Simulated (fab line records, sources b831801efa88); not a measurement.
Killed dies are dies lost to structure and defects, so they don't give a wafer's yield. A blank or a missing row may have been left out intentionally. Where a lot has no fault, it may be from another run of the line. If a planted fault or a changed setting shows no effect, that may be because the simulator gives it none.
fab line records + flow sky130
record:
- lots: 6
- wafers: 18
- last-day: 50
route steps=708 shown VT_ADJUST_LVTN@111 VT_ADJUST_NCORE@119 PAD_OPEN@708
lots that met no fault: from a run of the same line without faults
start-h: the number of hours between the record's first day and the start of the first shown wafer of the lot + wait-h: hours since the lot's step before + " same as the row above + L1.1+2: one row covering several wafers at once + - no value, or no start given + * or withheld: withheld + < > ~ a bound
route shown NAME@n: NAME is a module with steps in the file, n the number in the route of the first one + usual: average and standard deviation across the fault-free wafers + same: alike in all rows + chamber/n: place in a boat + sites: per-site readings + _std_site: how widely they spread, as a standard deviation + _edge_site: outer sites' mean less inner sites' + radius-mm: for every site, how far away it sits from the centre of the wafer + mask NAME#n: copy n + behind: tool/chamber where the wafer was last shaped + hold: what put the lot on hold/how long, in hours/how the hold closed + device: transistor that didn't switch, given as n, p or np + end of line: at the end of the route, the tests of the same wafers + for a step that has no rows: nothing shown but its recipe + killed: dies lost to structure and defects at the first sort, not the wafer's yield + map: per-die view of a wafer (x killed, . not killed, _ where there is no die)
set.NAME: the setting the step ran with; set.NAME@STEP: the setting that earlier step ran with + model.NAME: the simulator's own value behind a step, which no gauge read
lots seen at some steps along the route; tables by step, rows by wafer
services: a tool's chamber out of use, with start hour (start-h, from the record's first day; less than 0 if before it), hours out, and reason
== steps ==
step: SKY_VT_ADJUST_LVTN_SOFTBAKE_14
recipe:
- temp-c: 90
- time-s: 60
- resist: NOVOLAK
step: SKY_VT_ADJUST_LVTN_EXPOSE_15
recipe:
- mask-id: HVN_STD_DERIVED
- na: 0.6
- source-shape: conventional
- sigma-outer: 0.6
- polarization: unpolarized
- target-cd-nm: 600
- dose-mj: 163
step: SKY_VT_ADJUST_LVTN_PEB_16
recipe:
- temp-c: withheld
- time-s: *
- resist: NOVOLAK
step: SKY_VT_ADJUST_LVTN_DEVELOP_17
recipe:
- resist: NOVOLAK
- developer: TMAH
- develop-time-s: 60
- dev-temp-c: 23
step: SKY_VT_ADJUST_LVTN_OVL_MEAS_18
usual:
- VT_ADJUST_LVTN_01_OVL: -0.4/1.3
| lot.wafer | tool       | chamber | start-h | wait-h | VT_ADJUST_LVTN_01_OVL[nm] |
|-----------|------------|---------|---------|--------|---------------------------|
| L111.1    | overlay-02 | -       | 185.69  | 0.1    | 1.4                       |
| L111.3    | "          | -       | "       | "      | 1.4                       |
| L111.6    | "          | -       | "       | "      | -0.3                      |
| L117.1    | overlay-01 | -       | 227.44  | 0.1    | 1.0                       |
| L117.2    | "          | -       | "       | "      | 0.0                       |
| L117.6    | "          | -       | "       | "      | 2.1                       |
| L118.1    | overlay-02 | -       | 238.59  | 0.1    | -2.0                      |
| L118.5    | "          | -       | "       | "      | -0.9                      |
| L118.6    | "          | -       | "       | "      | -0.9                      |
| L120.2    | overlay-02 | -       | 248.07  | 0.1    | -1.3                      |
| L120.3    | "          | -       | "       | "      | 1.2                       |
| L120.5    | "          | -       | "       | "      | 1.0                       |
| L121.2    | overlay-02 | -       | 254.37  | 0.1    | 0.5                       |
| L121.5    | "          | -       | "       | "      | -2.8                      |
| L121.6    | "          | -       | "       | "      | -0.7                      |
| L130.1    | overlay-02 | -       | 316.01  | 0.1    | 0.7                       |
| L130.4    | "          | -       | "       | "      | -0.9                      |
| L130.5    | "          | -       | "       | "      | -0.7                      |
step: SKY_VT_ADJUST_LVTN_IMPLANT_19
recipe:
- species: B
- energy-kev: 30
- dose-cm2: 6.5e+11
- tilt-deg: withheld
step: SKY_VT_ADJUST_LVTN_STRIP_20
recipe:
- chemistry: O2/N2
- power-w: 1400
- pressure-mtorr: 1500
- platen-temp-c: withheld
- o2-flow-sccm: 3000
- n2-flow-sccm: 300
- overash-fraction: 0.5
usual:
- drypump-motor-current-A: 5.9/0.46
- oes-product-au: 0.716/0.0051
- strip-time-to-endpoint-s: 14.19/0.052
| lot.wafer | tool            | chamber | start-h | wait-h | drypump-motor-current-A | oes-product-au | rf-hours-counter-h | strip-time-to-endpoint-s |
|-----------|-----------------|---------|---------|--------|-------------------------|----------------|--------------------|--------------------------|
| L111.1    | plasma-asher-03 | 1       | 185.87  | 0.1    | 6.0                     | 0.707          | 38                 | 14.12                    |
| L111.3    | "               | 0       | "       | "      | 6.0                     | 0.720          | -                  | 14.13                    |
| L111.6    | "               | 1       | "       | "      | 6.1                     | 0.711          | -                  | 14.11                    |
| L117.1    | plasma-asher-02 | 0       | 227.62  | 0.1    | 5.8                     | 0.706          | 53                 | 14.14                    |
| L117.2    | "               | 1       | "       | "      | 6.4                     | 0.717          | 53                 | 14.07                    |
| L117.6    | "               | 0       | "       | "      | 5.8                     | 0.715          | -                  | 14.15                    |
| L118.1    | plasma-asher-03 | 0       | 238.77  | 0.1    | 6.0                     | 0.721          | 44                 | 14.16                    |
| L118.5    | "               | 0       | "       | "      | 6.0                     | 0.705          | -                  | 14.18                    |
| L118.6    | "               | 1       | "       | "      | 6.0                     | 0.717          | -                  | 14.23                    |
| L120.2    | plasma-asher-02 | 0       | 248.25  | 0.1    | 5.8                     | 0.719          | 55                 | 14.16                    |
| L120.3    | "               | 0       | "       | "      | 5.8                     | 0.714          | -                  | 14.16                    |
| L120.5    | "               | 1       | "       | "      | 6.5                     | 0.721          | -                  | 14.16                    |
| L121.2    | plasma-asher-03 | 0       | 254.55  | 0.1    | 6.0                     | 0.717          | 45                 | 14.20                    |
| L121.5    | "               | 0       | "       | "      | 6.0                     | 0.716          | -                  | 14.19                    |
| L121.6    | "               | 1       | "       | "      | 6.0                     | 0.708          | -                  | 14.19                    |
| L130.1    | plasma-asher-04 | 1       | 316.20  | 0.1    | 5.0                     | 0.706          | 19                 | 14.20                    |
| L130.4    | "               | 1       | "       | "      | 4.9                     | 0.722          | -                  | 14.20                    |
| L130.5    | "               | 0       | "       | "      | 6.4                     | 0.711          | -                  | 14.21                    |
step: SKY_VT_ADJUST_LVTN_TW_MEAS_21
usual:
- VT_ADJUST_LVTN_2_TW: 188.2/1.3
| lot.wafer | tool          | chamber | start-h | wait-h | VT_ADJUST_LVTN_2_TW |
|-----------|---------------|---------|---------|--------|---------------------|
| L111.1    | film-metro-02 | -       | 185.97  | 0.1    | 190.8               |
| L111.3    | "             | -       | "       | "      | 189.7               |
| L111.6    | "             | -       | "       | "      | 190.3               |
| L117.1    | film-metro-03 | -       | 227.72  | 0.1    | 186.6               |
| L117.2    | "             | -       | "       | "      | 187.5               |
| L117.6    | "             | -       | "       | "      | 187.3               |
| L118.1    | film-metro-03 | -       | 238.87  | 0.1    | 187.2               |
| L118.5    | "             | -       | "       | "      | 186.9               |
| L118.6    | "             | -       | "       | "      | 186.5               |
| L120.2    | film-metro-03 | -       | 248.36  | 0.1    | 188.4               |
| L120.3    | "             | -       | "       | "      | 188.5               |
| L120.5    | "             | -       | "       | "      | 188.2               |
| L121.2    | film-metro-04 | -       | 254.66  | 0.1    | 187.5               |
| L121.5    | "             | -       | "       | "      | 187.7               |
| L121.6    | "             | -       | "       | "      | 187.6               |
| L130.1    | film-metro-04 | -       | 316.30  | 0.1    | 186.4               |
| L130.4    | "             | -       | "       | "      | 186.3               |
| L130.5    | "             | -       | "       | "      | 186.4               |
step: SKY_VT_ADJUST_NCORE_DEHYDRATE_00
recipe:
- temp-c: 200
- time-s: 60
step: SKY_VT_ADJUST_NCORE_HMDS_01
recipe:
- prime-time-s: 60
- prime-temp-c: 120
step: SKY_VT_ADJUST_NCORE_COAT_02
recipe:
- resist: NOVOLAK
- spin-rpm: 3000
- resist-thk-nm: 1140
step: SKY_VT_ADJUST_NCORE_SOFTBAKE_03
recipe:
- temp-c: 90
- time-s: 60
- resist: NOVOLAK
step: SKY_VT_ADJUST_NCORE_EXPOSE_04
recipe:
- mask-id: LVTN_COMPLEMENT_THIN
- na: 0.6
- source-shape: conventional
- sigma-outer: 0.6
- polarization: unpolarized
- target-cd-nm: 380
- dose-mj: 139
usual:
- stage-vel-mm-s: 499.97/0.24
| lot.wafer | tool             | chamber | start-h | wait-h | mask                   | stage-vel-mm-s |
|-----------|------------------|---------|---------|--------|------------------------|----------------|
| L111.1    | iline-stepper-02 | 0       | 196.66  | -      | LVTN_COMPLEMENT_THIN#0 | 499.92         |
| L111.3    | "                | 0       | "       | "      | LVTN_COMPLEMENT_THIN#0 | 500.03         |
| L111.6    | "                | 0       | "       | "      | LVTN_COMPLEMENT_THIN#0 | 499.70         |
| L117.1    | iline-stepper-02 | 0       | 238.84  | -      | LVTN_COMPLEMENT_THIN#0 | 500.00         |
| L117.2    | "                | 0       | "       | "      | LVTN_COMPLEMENT_THIN#0 | 499.61         |
| L117.6    | "                | 0       | "       | "      | LVTN_COMPLEMENT_THIN#0 | 499.96         |
| L118.1    | iline-stepper-01 | 0       | 250.69  | -      | LVTN_COMPLEMENT_THIN#0 | 499.53         |
| L118.5    | "                | 0       | "       | "      | LVTN_COMPLEMENT_THIN#0 | 499.87         |
| L118.6    | "                | 0       | "       | "      | LVTN_COMPLEMENT_THIN#0 | 499.70         |
| L120.2    | iline-stepper-02 | 0       | 259.93  | -      | LVTN_COMPLEMENT_THIN#0 | 499.85         |
| L120.3    | "                | 0       | "       | "      | LVTN_COMPLEMENT_THIN#0 | 499.94         |
| L120.5    | "                | 0       | "       | "      | LVTN_COMPLEMENT_THIN#0 | 499.57         |
| L121.2    | iline-stepper-02 | 0       | 267.28  | -      | LVTN_COMPLEMENT_THIN#0 | 500.29         |
| L121.5    | "                | 0       | "       | "      | LVTN_COMPLEMENT_THIN#0 | 500.05         |
| L121.6    | "                | 0       | "       | "      | LVTN_COMPLEMENT_THIN#0 | 499.98         |
| L130.1    | iline-stepper-01 | 0       | 330.04  | -      | LVTN_COMPLEMENT_THIN#0 | 499.82         |
| L130.4    | "                | 0       | "       | "      | LVTN_COMPLEMENT_THIN#0 | 500.21         |
| L130.5    | "                | 0       | "       | "      | LVTN_COMPLEMENT_THIN#0 | 500.10         |
step: SKY_VT_ADJUST_NCORE_PEB_05
recipe:
- temp-c: withheld
- time-s: *
- resist: NOVOLAK
step: SKY_VT_ADJUST_NCORE_DEVELOP_06
recipe:
- resist: NOVOLAK
- developer: TMAH
- develop-time-s: 60
- dev-temp-c: 23
step: SKY_VT_ADJUST_NCORE_CD_MEAS_07
recipe:
- target-cd-nm: 380
usual:
- cd-nm: 380.1/2.6
| lot.wafer | tool      | chamber | start-h | wait-h | cd-nm |
|-----------|-----------|---------|---------|--------|-------|
| L111.1    | cd-sem-01 | -       | 206.71  | 0.1    | 378.8 |
| L111.3    | "         | -       | "       | "      | 380.1 |
| L111.6    | "         | -       | "       | "      | 377.0 |
| L117.1    | cd-sem-01 | -       | 250.36  | 0.1    | 379.5 |
| L117.2    | "         | -       | "       | "      | 379.0 |
| L117.6    | "         | -       | "       | "      | 377.7 |
| L118.1    | cd-sem-01 | -       | 261.66  | 0.1    | 386.3 |
| L118.5    | "         | -       | "       | "      | 381.5 |
| L118.6    | "         | -       | "       | "      | 383.3 |
| L120.2    | cd-sem-01 | -       | 272.33  | 0.1    | 379.6 |
| L120.3    | "         | -       | "       | "      | 379.4 |
| L120.5    | "         | -       | "       | "      | 379.7 |
| L121.2    | cd-sem-02 | -       | 279.28  | 0.1    | 383.3 |
| L121.5    | "         | -       | "       | "      | 382.7 |
| L121.6    | "         | -       | "       | "      | 386.0 |
| L130.1    | cd-sem-01 | -       | 342.66  | 0.1    | 381.3 |
| L130.4    | "         | -       | "       | "      | 381.9 |
| L130.5    | "         | -       | "       | "      | 380.6 |
step: SKY_VT_ADJUST_NCORE_OVL_MEAS_08
usual:
- VT_ADJUST_NCORE_OVL: 0.7/1.4
| lot.wafer | tool       | chamber | start-h | wait-h | VT_ADJUST_NCORE_OVL[nm] |
|-----------|------------|---------|---------|--------|-------------------------|
| L111.1    | overlay-01 | -       | 206.83  | 0.1    | 2.6                     |
| L111.3    | "          | -       | "       | "      | 0.7                     |
| L111.6    | "          | -       | "       | "      | 4.1                     |
| L117.1    | overlay-01 | -       | 250.48  | 0.1    | 1.6                     |
| L117.2    | "          | -       | "       | "      | 0.7                     |
| L117.6    | "          | -       | "       | "      | 1.7                     |
| L118.1    | overlay-01 | -       | 261.78  | 0.1    | 2.2                     |
| L118.5    | "          | -       | "       | "      | -0.6                    |
| L118.6    | "          | -       | "       | "      | -2.4                    |
| L120.2    | overlay-02 | -       | 272.44  | 0.1    | 4.1                     |
| L120.3    | "          | -       | "       | "      | 4.9                     |
| L120.5    | "          | -       | "       | "      | 4.6                     |
| L121.2    | overlay-02 | -       | 279.39  | 0.1    | 4.7                     |
| L121.5    | "          | -       | "       | "      | 4.7                     |
| L121.6    | "          | -       | "       | "      | 4.6                     |
| L130.1    | overlay-01 | -       | 342.78  | 0.1    | 1.1                     |
| L130.4    | "          | -       | "       | "      | -0.4                    |
| L130.5    | "          | -       | "       | "      | -0.7                    |
step: SKY_VT_ADJUST_NCORE_IMPLANT_09
recipe:
- species: B
- energy-kev: 10
- dose-cm2: 2.4e+12
- tilt-deg: withheld
step: SKY_PAD_OPEN_PROBE_99
usual:
- killed_at_M0_to_M3: 42/7.6
- killed_at_M4_up: 3.4/2
- killed-at-contacts: 24/5.9
- killed-at-front-end: 16/4.5
- killed-at-other: 0.4/0.58
- killed-dies: 86/10
- killed-open: 47/7.6
- killed-short: 39/6.7
same:
- gross-dies: 492
- killed-at-back-side: 0
| lot.wafer | tool      | chamber | start-h | wait-h | killed_at_M0_to_M3 | killed_at_M4_up | killed-at-contacts | killed-at-front-end | killed-at-other | killed-dies | killed-open | killed-short |
|-----------|-----------|---------|---------|--------|--------------------|-----------------|--------------------|---------------------|-----------------|-------------|-------------|--------------|
| L121.2    | prober-02 | -       | 1160.31 | 0.1    | 49                 | 4               | 20                 | 14                  | 0               | 87          | 53          | 34           |
| L121.5    | prober-02 | -       | 1160.46 | 0.2    | 38                 | 3               | 16                 | 15                  | 0               | 72          | 32          | 40           |
| L121.6    | prober-02 | -       | 1160.51 | 0.2    | 34                 | 3               | 15                 | 23                  | 1               | 76          | 47          | 28           |
killed by level:class
L121.2 VIA1:geometric-particle:open=13 VIA3:geometric-particle:open=11 CONTACT:geometric-particle:open=9 LI_CONTACT:geometric-particle:open=5 VIA1:geometric-particle:short=5 VIA2:geometric-particle:open=5 METAL3:geometric-particle:short=4 VIA3:geometric-particle:short=4
L121.5 VIA1:geometric-particle:open=12 METAL1:geometric-particle:short=7 LOCAL_INTERCONNECT:geometric-particle:short=5 VIA2:geometric-particle:open=5 POLY_GATE:geometric-particle:short=4 CONTACT:geometric-particle:short=4 VIA1:geometric-particle:short=4 FIELD_ISO:geometric-particle:open=3
L121.6 VIA1:geometric-particle:open=8 FIELD_ISO:geometric-particle:short=8 CONTACT:geometric-particle:open=7 FIELD_ISO:geometric-particle:open=6 LI_CONTACT:geometric-particle:open=6 VIA2:geometric-particle:open=6 METAL1:geometric-particle:short=5 POLY_GATE:geometric-particle:open=3
== services ==
| tool             | chamber | start-h | hours | kind                    |
|------------------|---------|---------|-------|-------------------------|
| iline-stepper-01 | 0       | 162.24  | -     | calibration             |
| plasma-asher-02  | -       | 167.38  | 2.8   | pm                      |
| iline-stepper-02 | -       | 179.85  | 2.9   | repair                  |
| plasma-asher-04  | -       | 189.91  | 2.8   | pm                      |
| iline-stepper-02 | -       | 229.92  | 6.8   | repair                  |
| plasma-asher-03  | -       | 262.71  | 1.7   | repair                  |
| plasma-asher-03  | -       | 284.07  | 2.2   | repair                  |
| iline-stepper-02 | -       | 288.53  | 2.1   | pm                      |
| iline-stepper-02 | -       | 290.61  | -     | consumable-replace:lamp |
| plasma-asher-04  | -       | 302.79  | 4.4   | repair                  |
| iline-stepper-02 | 0       | 307.89  | -     | calibration             |
| iline-stepper-01 | -       | 309.44  | 1.7   | pm                      |
| iline-stepper-02 | -       | 311.10  | 1.7   | pm                      |
== key ==
first-sign:
- step: SKY_VT_ADJUST_NCORE_OVL_MEAS_08
- reading: VT_ADJUST_NCORE_OVL
- direction: up
- sigmas: 2.8
- usual: 0.7
- struck: 4.6
effect none on later readings
met-at SKY_VT_ADJUST_NCORE_EXPOSE_04
struck-wafers L120.2,L120.3,L120.5,L121.2,L121.5,L121.6
tester-left-out L120,L121
onset-between 238.84 259.93
fault:
- kind: process-parameter-drift
- tool: iline-stepper-02
- chamber: -
- onset-h: 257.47
- steps: SKY_VT_ADJUST_NCORE_EXPOSE_04
- channel: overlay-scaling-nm
- offset: 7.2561
- shape: step
- end-h: 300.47
tester-left-out: of these lots the tester's yield and bins aren't shown, on N5 and GAA mostly nor the transistor test; their killed dies are dies lost to structure and defects alone, not to doping, threshold or leakage, so they don't give the yield
